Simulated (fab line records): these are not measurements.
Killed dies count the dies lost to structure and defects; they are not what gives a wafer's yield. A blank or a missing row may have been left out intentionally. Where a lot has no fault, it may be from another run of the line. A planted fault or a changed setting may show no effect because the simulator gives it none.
fab line records | flow sky130
record: lots: 13 | wafers: 39 | last-day: 49
route steps=708 shown FIELD_ISO@2 VIA3@589 METAL4@602 METAL5@667 PAD_OPEN@708
lots with no fault: from the same line, run without faults
start-h: start of the lot's first displayed wafer, in hours after the record's first day | wait-h: hours elapsed since this lot's preceding step | " identical to the entry in the row above | L1.1+2: one row covering several wafers at once | - no value, or no start was given | * or withheld: withheld | < > ~ a bound
route shown NAME@n: names a module that has steps shown in the file, with the first one's number in the route | usual: mean/standard deviation of fault-free wafers | same: alike in all rows | chamber/n: place in a boat | sites: each site's reading | _std_site: standard deviation of those values | _edge_site: outer sites' mean less inner sites' | radius-mm: how far each site lies from the wafer's centre | mask NAME#n: copy n | behind: the last tool/chamber to shape the wafer | hold: reason for holding the lot/hours on hold/outcome of the hold | device: whichever transistor did not switch (one of n, p or np) | end of line: tests run on the same wafers once the route is complete | a step without rows: its recipe alone | killed: at the first sort, the dies lost to defects and structure; wafer yield is something else | map: shows each die of a wafer: x if killed, . if not, _ if none is there
set.NAME: the setting the step ran with; set.NAME@STEP: the setting that earlier step ran with | model.NAME: the simulator's own value behind a step, which no gauge read
a sample of lots followed through the steps of the route, with each step as a table and each wafer as a row
services: when a tool's chamber went out of use (start-h, in hours from the record's first day, below 0 if earlier), for how many hours, and the reason
== steps ==
step: SKY_FIELD_ISO_OXIDATION_01
recipe: temp-c: 900 | ambient: O2 | stabilise-s: 600 | purge-s: 300 | target-thk-a: 120 | ox-time-s: 1843
usual: zone-power-top-pct: 32.4/0.35 | zone-power-upper-pct: 17.1/1.1
lot.wafer | tool       | chamber | start-h | wait-h | zone-power-top-pct | zone-power-upper-pct
L163.1    | furnace-01 | 0       | 15.12   | 0.1    | 32.2               | 15.2
L163.5    | "          | 0       | "       | "      | 31.5               | 15.1
L163.6    | "          | 0       | "       | "      | 32.5               | 15.2
L164.1    | furnace-02 | 0       | 20.65   | 0.6    | 32.3               | 17.7
L164.2    | "          | 0       | "       | "      | 32.4               | 18.2
L164.4    | "          | 0       | "       | "      | 31.9               | 17.8
L165.2    | furnace-01 | 0       | 27.57   | 2.5    | 32.3               | 15.2
L165.4    | "          | 0       | "       | "      | 31.9               | 15.5
L165.5    | "          | 0       | "       | "      | 32.2               | 15.2
L166.1    | furnace-02 | 0       | 30.83   | 0.8    | 32.3               | 17.6
L166.2    | "          | 0       | "       | "      | 32.7               | 17.9
L166.5    | "          | 0       | "       | "      | 33.0               | 17.6
L167.1    | furnace-02 | 0       | 37.80   | 2.8    | 31.8               | 18.0
L167.4    | "          | 0       | "       | "      | 32.5               | 17.5
L167.6    | "          | 0       | "       | "      | 31.8               | 17.8
L168.1    | furnace-02 | 0       | 44.87   | 4.8    | 32.5               | 18.4
L168.4    | "          | 0       | "       | "      | 32.3               | 17.6
L168.6    | "          | 0       | "       | "      | 32.7               | 17.6
L169.2    | furnace-02 | 0       | 48.97   | 3.9    | 32.6               | 17.9
L169.4    | "          | 0       | "       | "      | 32.9               | 17.9
L169.5    | "          | 0       | "       | "      | 32.4               | 18.1
L174.3    | furnace-01 | 0       | 70.36   | 0.3    | 31.7               | 15.3
L174.4    | "          | 0       | "       | "      | 31.8               | 15.5
L174.5    | "          | 0       | "       | "      | 32.1               | 15.4
L175.1    | furnace-02 | 0       | 77.05   | 2.0    | 32.6               | 17.4
L175.2    | "          | 0       | "       | "      | 32.0               | 17.8
L175.5    | "          | 0       | "       | "      | 32.4               | 17.9
L176.1    | furnace-01 | 0       | 82.84   | 2.8    | 31.4               | 15.5
L176.4    | "          | 0       | "       | "      | 32.4               | 15.2
L176.6    | "          | 0       | "       | "      | 32.3               | 15.2
L177.1    | furnace-02 | 0       | 85.66   | 0.6    | 32.1               | 18.0
L177.2    | "          | 0       | "       | "      | 32.6               | 18.2
L177.3    | "          | 0       | "       | "      | 32.7               | 18.0
L178.1    | furnace-02 | 0       | 91.61   | 1.6    | 32.7               | 17.7
L178.4    | "          | 0       | "       | "      | 32.4               | 18.1
L178.6    | "          | 0       | "       | "      | 32.7               | 17.7
L179.1    | furnace-01 | 0       | 96.58   | 1.6    | 32.2               | 15.4
L179.2    | "          | 0       | "       | "      | 31.9               | 15.3
L179.6    | "          | 0       | "       | "      | 32.3               | 15.3
step: SKY_VIA3_STRIP_16
recipe: chemistry: O2/N2 | power-w: 1400 | pressure-mtorr: 1500 | platen-temp-c: withheld | o2-flow-sccm: 3000 | n2-flow-sccm: 300 | overash-fraction: 0.5
usual: drypump-motor-current-A: 5.8/0.48 | oes-product-au: 0.402/0.0048 | strip-time-to-endpoint-s: 4.131/0.028
lot.wafer | tool            | chamber | start-h | wait-h | drypump-motor-current-A | oes-product-au | rf-hours-counter-h | strip-time-to-endpoint-s
L164.1    | plasma-asher-02 | 0       | 941.88  | 0.0    | 5.9                     | 0.411          | 79                 | 4.177
L164.2    | "               | 1       | "       | "      | 5.4                     | 0.395          | 79                 | 4.067
L164.4    | "               | 0       | "       | "      | 5.9                     | 0.399          | -                  | 4.142
L163.1    | plasma-asher-02 | 0       | 949.28  | 0.0    | 5.9                     | 0.401          | 80                 | 4.124
L163.5    | "               | 1       | "       | "      | 5.3                     | 0.409          | -                  | 4.181
L163.6    | "               | 0       | "       | "      | 5.9                     | 0.398          | -                  | 4.170
L165.2    | plasma-asher-03 | 0       | 951.64  | 0.0    | 6.5                     | 0.403          | 117                | 4.137
L165.4    | "               | 0       | "       | "      | 6.5                     | 0.403          | -                  | 4.143
L165.5    | "               | 0       | "       | "      | 6.4                     | 0.396          | -                  | 4.157
L166.1    | plasma-asher-02 | 1       | 951.73  | 0.0    | 5.4                     | 0.403          | 80                 | 4.163
L166.2    | "               | 0       | "       | "      | 5.9                     | 0.405          | 80                 | 4.124
L166.5    | "               | 1       | "       | "      | 5.4                     | 0.405          | -                  | 4.175
L167.1    | plasma-asher-04 | 0       | 965.39  | 0.0    | 5.8                     | 0.398          | 23                 | 4.107
L167.4    | "               | 1       | "       | "      | 5.1                     | 0.394          | -                  | 4.139
L167.6    | "               | 1       | "       | "      | 5.1                     | 0.394          | -                  | 4.146
L168.1    | plasma-asher-04 | 0       | 975.83  | 0.0    | 5.8                     | 0.397          | 24                 | 4.133
L168.4    | "               | 0       | "       | "      | 5.8                     | 0.401          | -                  | 4.177
L168.6    | "               | 0       | "       | "      | 5.8                     | 0.410          | -                  | 4.146
L169.2    | plasma-asher-03 | 0       | 982.24  | 0.0    | 6.5                     | 0.404          | 121                | 4.134
L169.4    | "               | 0       | "       | "      | 6.5                     | 0.396          | -                  | 4.119
L169.5    | "               | 1       | "       | "      | 5.6                     | 0.408          | -                  | 4.123
L175.1    | plasma-asher-03 | 0       | 1023.18 | 0.0    | 6.5                     | 0.404          | 125                | 4.096
L175.2    | "               | 1       | "       | "      | 5.6                     | 0.406          | 125                | 4.122
L175.5    | "               | 0       | "       | "      | 6.5                     | 0.402          | -                  | 4.085
L174.3    | plasma-asher-04 | 0       | 1023.63 | 0.1    | 5.8                     | 0.401          | -                  | 4.139
L174.4    | "               | 1       | "       | "      | 5.1                     | 0.405          | -                  | 4.098
L174.5    | "               | 1       | "       | "      | 5.1                     | 0.402          | -                  | 4.129
L176.1    | plasma-asher-04 | 1       | 1030.63 | 0.0    | 5.1                     | 0.399          | 30                 | 4.094
L176.4    | "               | 0       | "       | "      | 5.8                     | 0.397          | -                  | 4.140
L176.6    | "               | 1       | "       | "      | 5.1                     | 0.396          | -                  | 4.124
L177.1    | plasma-asher-03 | 1       | 1033.20 | 0.0    | 5.6                     | 0.405          | 126                | 4.172
L177.2    | "               | 0       | "       | "      | 6.5                     | 0.399          | 126                | 4.108
L177.3    | "               | 1       | "       | "      | 5.6                     | 0.409          | -                  | 4.209
L178.1    | plasma-asher-03 | 0       | 1043.63 | 0.0    | 6.5                     | 0.402          | 127                | 4.098
L178.4    | "               | 0       | "       | "      | 6.5                     | 0.400          | -                  | 4.122
L178.6    | "               | 0       | "       | "      | 6.5                     | 0.404          | -                  | 4.122
L179.1    | plasma-asher-04 | 0       | 1054.85 | 0.0    | 5.8                     | 0.399          | 32                 | 4.149
L179.2    | "               | 1       | "       | "      | 5.1                     | 0.399          | 32                 | 4.091
L179.6    | "               | 1       | "       | "      | 5.1                     | 0.403          | -                  | 4.142
step: SKY_METAL4_SPUTTER_04
recipe: material: TiN | target-thk-nm: 70 | power-w: 6500 | time-s: 58.3 | chamber-pressure-pa: 0.4
usual: throttle-valve-pct: 30.3/0.8
same: time-s: 58.3
lot.wafer | tool           | chamber | start-h | wait-h | throttle-valve-pct
L164.1    | pvd-sputter-04 | -       | 943.24  | 0.0    | 31.3
L164.2    | "              | -       | "       | "      | 29.3
L164.4    | "              | -       | "       | "      | 29.7
L163.1    | pvd-sputter-03 | -       | 950.65  | 0.0    | 29.4
L163.5    | "              | -       | "       | "      | 29.4
L163.6    | "              | -       | "       | "      | 30.5
L165.2    | pvd-sputter-03 | -       | 953.01  | 0.0    | 29.5
L165.4    | "              | -       | "       | "      | 29.6
L165.5    | "              | -       | "       | "      | 30.4
L166.1    | pvd-sputter-02 | -       | 953.13  | 0.0    | 31.0
L166.2    | "              | -       | "       | "      | 29.8
L166.5    | "              | -       | "       | "      | 31.6
L167.1    | pvd-sputter-04 | -       | 966.79  | 0.0    | 29.4
L167.4    | "              | -       | "       | "      | 31.4
L167.6    | "              | -       | "       | "      | 31.0
L168.1    | pvd-sputter-04 | -       | 977.19  | 0.0    | 29.5
L168.4    | "              | -       | "       | "      | 29.8
L168.6    | "              | -       | "       | "      | 30.8
L169.2    | pvd-sputter-03 | -       | 983.61  | 0.0    | 29.8
L169.4    | "              | -       | "       | "      | 29.0
L169.5    | "              | -       | "       | "      | 30.6
L175.1    | pvd-sputter-04 | -       | 1024.54 | 0.0    | 29.5
L175.2    | "              | -       | "       | "      | 29.8
L175.5    | "              | -       | "       | "      | 30.8
L174.3    | pvd-sputter-02 | -       | 1025.08 | 0.0    | 29.6
L174.4    | "              | -       | "       | "      | 31.3
L174.5    | "              | -       | "       | "      | 29.6
L176.1    | pvd-sputter-03 | -       | 1032.00 | 0.0    | 30.7
L176.4    | "              | -       | "       | "      | 29.5
L176.6    | "              | -       | "       | "      | 30.8
L177.1    | pvd-sputter-04 | -       | 1034.57 | 0.0    | 29.5
L177.2    | "              | -       | "       | "      | 29.7
L177.3    | "              | -       | "       | "      | 30.4
L178.1    | pvd-sputter-02 | -       | 1045.03 | 0.0    | 31.5
L178.4    | "              | -       | "       | "      | 31.2
L178.6    | "              | -       | "       | "      | 29.6
L179.1    | pvd-sputter-02 | -       | 1056.25 | 0.0    | 29.6
L179.2    | "              | -       | "       | "      | 31.2
L179.6    | "              | -       | "       | "      | 31.2
step: SKY_METAL5_THK_MEAS_06
recipe: thk-meas-gauge: xrf | reads: AlCu_of_METAL5_SPUTTER_02
usual: METAL5_ALCU_THK: 1152/11
lot.wafer | tool          | chamber | start-h | wait-h | METAL5_ALCU_THK[nm]
L164.1    | film-metro-01 | -       | 1018.77 | 0.1    | 1170
L164.2    | "             | -       | "       | "      | 1156
L164.4    | "             | -       | "       | "      | 1140
L163.1    | film-metro-01 | -       | 1026.16 | 0.1    | 1178
L163.5    | "             | -       | "       | "      | 1167
L163.6    | "             | -       | "       | "      | 1157
L165.2    | film-metro-01 | -       | 1027.34 | 0.1    | 1152
L165.4    | "             | -       | "       | "      | 1151
L165.5    | "             | -       | "       | "      | 1154
L166.1    | film-metro-04 | -       | 1028.70 | 0.1    | 1142
L166.2    | "             | -       | "       | "      | 1160
L166.5    | "             | -       | "       | "      | 1144
L167.1    | film-metro-02 | -       | 1040.40 | 0.1    | 1145
L167.4    | "             | -       | "       | "      | 1136
L167.6    | "             | -       | "       | "      | 1123
L168.1    | film-metro-01 | -       | 1049.66 | 0.1    | 1150
L168.4    | "             | -       | "       | "      | 1141
L168.6    | "             | -       | "       | "      | 1143
L169.2    | film-metro-04 | -       | 1056.98 | 0.1    | 1138
L169.4    | "             | -       | "       | "      | 1131
L169.5    | "             | -       | "       | "      | 1126
L175.1    | film-metro-04 | -       | 1093.57 | 0.1    | 1159
L175.2    | "             | -       | "       | "      | 1167
L175.5    | "             | -       | "       | "      | 1170
L174.3    | film-metro-04 | -       | 1094.13 | 0.1    | 1149
L174.4    | "             | -       | "       | "      | 1147
L174.5    | "             | -       | "       | "      | 1154
L176.1    | film-metro-02 | -       | 1101.07 | 0.1    | 1141
L176.4    | "             | -       | "       | "      | 1141
L176.6    | "             | -       | "       | "      | 1143
L177.1    | film-metro-04 | -       | 1103.31 | 0.1    | 1149
L177.2    | "             | -       | "       | "      | 1130
L177.3    | "             | -       | "       | "      | 1139
L178.1    | film-metro-01 | -       | 1111.03 | 0.1    | 1149
L178.4    | "             | -       | "       | "      | 1168
L178.6    | "             | -       | "       | "      | 1167
L179.1    | film-metro-02 | -       | 1123.22 | 0.1    | 1161
L179.2    | "             | -       | "       | "      | 1180
L179.6    | "             | -       | "       | "      | 1164
step: SKY_PAD_OPEN_PROBE_99
usual: killed_at_M0_to_M3: 44/7.3 | killed_at_M4_up: 3.5/1.8 | killed-at-contacts: 24/5.8 | killed-at-front-end: 16/4.3 | killed-at-other: 0.5/0.68 | killed-dies: 88/9.4 | killed-on-rim: 17/3.7 | killed-open: 48/6.8 | killed-short: 40/6.1
same: gross-dies: 492 | killed-at-back-side: 0
lot.wafer | tool      | chamber | start-h | wait-h | killed_at_M0_to_M3 | killed_at_M4_up | killed-at-contacts | killed-at-front-end | killed-at-other | killed-dies | killed-on-rim | killed-open | killed-short
L174.3    | prober-01 | -       | 1155.35 | 0.2    | 48                 | 1               | 23                 | 16                  | 1               | 89          | 16            | 51          | 38
L174.4    | prober-01 | -       | 1155.40 | 0.2    | 39                 | 4               | 17                 | 20                  | 0               | 80          | 14            | 44          | 35
L174.5    | prober-01 | -       | 1155.45 | 0.2    | 46                 | 4               | 38                 | 10                  | 1               | 99          | 17            | 50          | 48
L177.1    | prober-01 | -       | 1164.21 | 0.1    | 29                 | 4               | 21                 | 150                 | 1               | 205         | 38            | 36          | 39
L177.2    | prober-01 | -       | 1164.26 | 0.1    | 34                 | 2               | 13                 | 179                 | 0               | 228         | 43            | 39          | 33
L177.3    | prober-01 | -       | 1164.31 | 0.2    | 33                 | 1               | 20                 | 148                 | 0               | 202         | 35            | 35          | 33
L178.1    | prober-02 | -       | 1170.25 | 0.1    | 42                 | 4               | 19                 | 135                 | 3               | 203         | 34            | 43          | 39
L178.4    | prober-02 | -       | 1170.40 | 0.2    | 34                 | 4               | 22                 | 129                 | 0               | 189         | 38            | 42          | 33
L178.6    | prober-02 | -       | 1170.50 | 0.2    | 41                 | 2               | 18                 | 146                 | 0               | 207         | 33            | 40          | 30
killed by level:class
L174.3 VIA3:geometric-particle:open=10 LI_CONTACT:geometric-particle:open=9 VIA1:geometric-particle:open=8 METAL1:geometric-particle:short=6 VIA2:geometric-particle:open=6 CONTACT:geometric-particle:open=5 CONTACT:geometric-particle:short=5 VIA3:geometric-particle:short=5
L174.4 VIA1:geometric-particle:open=9 VIA2:geometric-particle:open=9 METAL2:geometric-particle:short=7 CONTACT:geometric-particle:short=6 VIA1:geometric-particle:short=6 FIELD_ISO:geometric-particle:open=5 LI_CONTACT:geometric-particle:open=5 CONTACT:geometric-particle:open=4
L174.5 VIA3:geometric-particle:open=12 CONTACT:geometric-particle:open=11 LI_CONTACT:geometric-particle:open=9 CONTACT:geometric-particle:short=9 VIA1:geometric-particle:short=8 LI_CONTACT:geometric-particle:short=5 VIA2:geometric-particle:open=5 POLY_GATE:geometric-particle:open=4
L177.1 FIELD_ISO:unspecified=130 CONTACT:geometric-particle:open=10 FIELD_ISO:geometric-particle:short=6 POLY_GATE:geometric-particle:short=6 METAL4:geometric-particle:short=4 LOCAL_INTERCONNECT:geometric-particle:short=4 VIA1:geometric-particle:short=4 VIA1:geometric-particle:open=4
L177.2 FIELD_ISO:unspecified=155 VIA1:geometric-particle:open=8 CONTACT:geometric-particle:open=7 VIA3:geometric-particle:open=7 FIELD_ISO:geometric-particle:short=6 FIELD_ISO:geometric-particle:open=5 METAL1:geometric-particle:short=5 POLY_GATE:geometric-particle:short=5
L177.3 FIELD_ISO:unspecified=134 VIA1:geometric-particle:open=7 LI_CONTACT:geometric-particle:open=6 METAL1:geometric-particle:short=6 POLY_GATE:geometric-particle:short=5 LI_CONTACT:geometric-particle:short=5 CONTACT:geometric-particle:open=4 VIA2:geometric-particle:open=4
L178.1 FIELD_ISO:unspecified=118 CONTACT:geometric-particle:open=10 VIA2:geometric-particle:open=9 VIA1:geometric-particle:open=7 POLY_GATE:geometric-particle:open=6 METAL1:geometric-particle:short=6 FIELD_ISO:geometric-particle:short=5 VIA1:geometric-particle:short=5
L178.4 FIELD_ISO:unspecified=114 CONTACT:geometric-particle:open=9 VIA2:geometric-particle:open=8 VIA1:geometric-particle:open=6 CONTACT:geometric-particle:short=5 FIELD_ISO:geometric-particle:open=4 FIELD_ISO:geometric-particle:short=4 METAL1:geometric-particle:short=4
L178.6 FIELD_ISO:unspecified=137 VIA1:geometric-particle:open=8 VIA2:geometric-particle:open=7 CONTACT:geometric-particle:open=6 FIELD_ISO:geometric-particle:open=5 VIA3:geometric-particle:short=5 VIA3:geometric-particle:open=5 METAL1:geometric-particle:short=4
== services ==
tool            | chamber | start-h | hours | kind
pvd-sputter-04  | -       | -4.17   | 3.2   | repair
pvd-sputter-04  | -       | 16.20   | 2.0   | repair
furnace-01      | -       | 32.15   | 13.9  | repair
plasma-asher-04 | -       | 62.31   | 2.8   | pm
pvd-sputter-04  | -       | 62.58   | 5.4   | repair
furnace-02      | -       | 78.56   | 4.1   | pm
pvd-sputter-04  | -       | 85.61   | 8.7   | repair
pvd-sputter-04  | -       | 106.71  | 4.8   | repair
pvd-sputter-04  | -       | 135.61  | 3.7   | repair
furnace-01      | -       | 136.63  | 3.0   | pm
pvd-sputter-04  | -       | 159.55  | 2.0   | repair
plasma-asher-03 | -       | 159.93  | 0.4   | repair
furnace-02      | -       | 242.39  | 3.6   | pm
furnace-02      | -       | 359.67  | 3.2   | pm
furnace-02      | -       | 410.19  | 2.9   | pm
furnace-02      | -       | 482.87  | 3.1   | pm
furnace-02      | -       | 578.04  | 3.1   | pm
furnace-02      | -       | 644.46  | 2.0   | pm
furnace-02      | -       | 718.12  | 2.5   | repair
furnace-02      | -       | 744.93  | 3.0   | pm
furnace-02      | -       | 805.13  | 17.6  | pm
furnace-02      | -       | 912.93  | 2.9   | pm
furnace-02      | -       | 923.15  | 3.5   | pm
furnace-02      | -       | 1047.94 | 1.9   | repair
== key ==
first-sign: step: SKY_PAD_OPEN_PROBE_99 | reading: killed-at-front-end | direction: up | sigmas: 31 | usual: 16 | struck: 148
effect: step: SKY_PAD_OPEN_PROBE_99 | reading: killed-dies | direction: up | sigmas: 12 | usual: 88 | struck: 206
met-at SKY_FIELD_ISO_OXIDATION_01
struck-lots L177,L178
tester-left-out L177,L178
not-acting-at SKY_VIA3_STRIP_16,SKY_METAL4_SPUTTER_04,SKY_METAL5_THK_MEAS_06
onset-between 77.05 85.66
fault: kind: chamber-particle-source | tool: furnace-02 | chamber: - | onset-h: 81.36 | steps: SKY_FIELD_ISO_OXIDATION_01 | rate-per-visit-cm2: 0.63489 | end-h: 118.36
tester-left-out: of these lots the tester's yield and bins aren't shown, on N5 and GAA mostly nor the transistor test; their killed dies are dies lost to structure and defects alone, not to doping, threshold or leakage, so they don't give the yield
